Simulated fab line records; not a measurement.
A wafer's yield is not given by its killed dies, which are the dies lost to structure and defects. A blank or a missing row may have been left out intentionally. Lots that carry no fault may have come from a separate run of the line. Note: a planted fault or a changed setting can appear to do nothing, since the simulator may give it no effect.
Which tool was responsible?    flow sky130    30 wafers from 10 lots sampled at 2 of the route's 708 steps

== WHAT THE GAUGES SHOWED, per wafer ==
SKY_METAL2_OVL_MEAS_16.
lot   measured      on          METAL2_OVL (nm)
L285  day 34 13:53  overlay-01  10 13 6
L288  day 35 21:26  overlay-01  6 1 3
L290  day 36 16:25  overlay-02  2 0 -1
L295  day 38 02:05  overlay-02  -2 8 1
L298  day 38 23:18  overlay-02  5 -1 3
L299  day 39 06:44  overlay-02  10 7 0
L301  day 40 17:20  overlay-01  5 6 5
L302  day 40 20:43  overlay-02  4 2 6
L306  day 41 23:28  overlay-01  5 0 5
L305  day 41 23:49  overlay-01  3 7 5

== EACH LOT AND THE TOOL THAT RAN IT (in order: tool; ch and the chambers of the sampled wafers; start) ==
lot   SKY_VIA1_CMP_24
L285  cmp-01 ch 1,2,3, day 33 10:20
L288  cmp-02 ch 0,3, day 34 17:31
L290  cmp-01 ch 0,1, day 35 13:50
L295  cmp-01 ch 0,1,2, day 36 23:02
L298  cmp-02 ch 1,2, day 37 21:30
L299  cmp-01 ch 0,1,3, day 38 05:11
L301  cmp-02 ch 0,2, day 39 16:28
L302  cmp-02 ch 0,1,2, day 39 19:39
L306  cmp-01 ch 0,2,3, day 40 22:23
L305  cmp-02 ch 1,2,3, day 40 22:35
- SKY_VIA1_CMP_24: polishes, stops on SiO2, t overpolish 15 s, target thk 0 nm.

== AS READ BY THE TOOLS THEMSELVES (means over the sampled wafers that have a number; for cases with no such wafer, the mark the record gives instead) ==
SKY_VIA1_CMP_24.
lot   tool    motor-current-A (A)  overpolish-run-s (s)  retaining-ring-pressure-frac  slurry-filter-dp-kPa (kPa)  time-to-endpoint-s (s)
L285  cmp-01  11.3                 14.998                0.994                         13.56                       65
L288  cmp-02  10.4                 15.005                1.003                         13.46                       66
L290  cmp-01  10.2                 15.003                0.996                         13.53                       71
L295  cmp-01  11.1                 14.989                0.992                         13.71                       67
L298  cmp-02  10.7                 15.003                0.998                         13.54                       65
L299  cmp-01  10.3                 14.988                1.000                         13.33                       67
L301  cmp-02  11.0                 15.005                0.996                         13.53                       63
L302  cmp-02  10.4                 14.999                0.994                         13.56                       61
L306  cmp-01  11.6                 14.995                0.999                         13.48                       65
L305  cmp-02  10.4                 14.997                1.000                         13.51                       64

== THE ANSWER, worked out from the rows above alone ==
Rule: the lots themselves supply what counts as usual. The widest of any qualifying gaps counts: lots, ordered by their means at a reading, are off when they make up no more than a third of the lots, leave a main group of 4 or more, and stand apart from it by 3 or more times the standard deviation of that group's means. Not used: any main group whose means are identical at the precision the tables above print for the reading. A lot without any number at a reading at which 4 lots or more have one is off too. All remaining lots with rows at the step are treated as sound. After the gauges, taken in route order, come the tools' own readings; for these a lot's mean is taken, as printed above. At the first step where some lot is off, the reading lying furthest off is the one used; lots without a number count as furthest.
No lot is off at any reading shown: from this, nothing can be told.

== WHAT THE SIMULATOR PUT IN ==
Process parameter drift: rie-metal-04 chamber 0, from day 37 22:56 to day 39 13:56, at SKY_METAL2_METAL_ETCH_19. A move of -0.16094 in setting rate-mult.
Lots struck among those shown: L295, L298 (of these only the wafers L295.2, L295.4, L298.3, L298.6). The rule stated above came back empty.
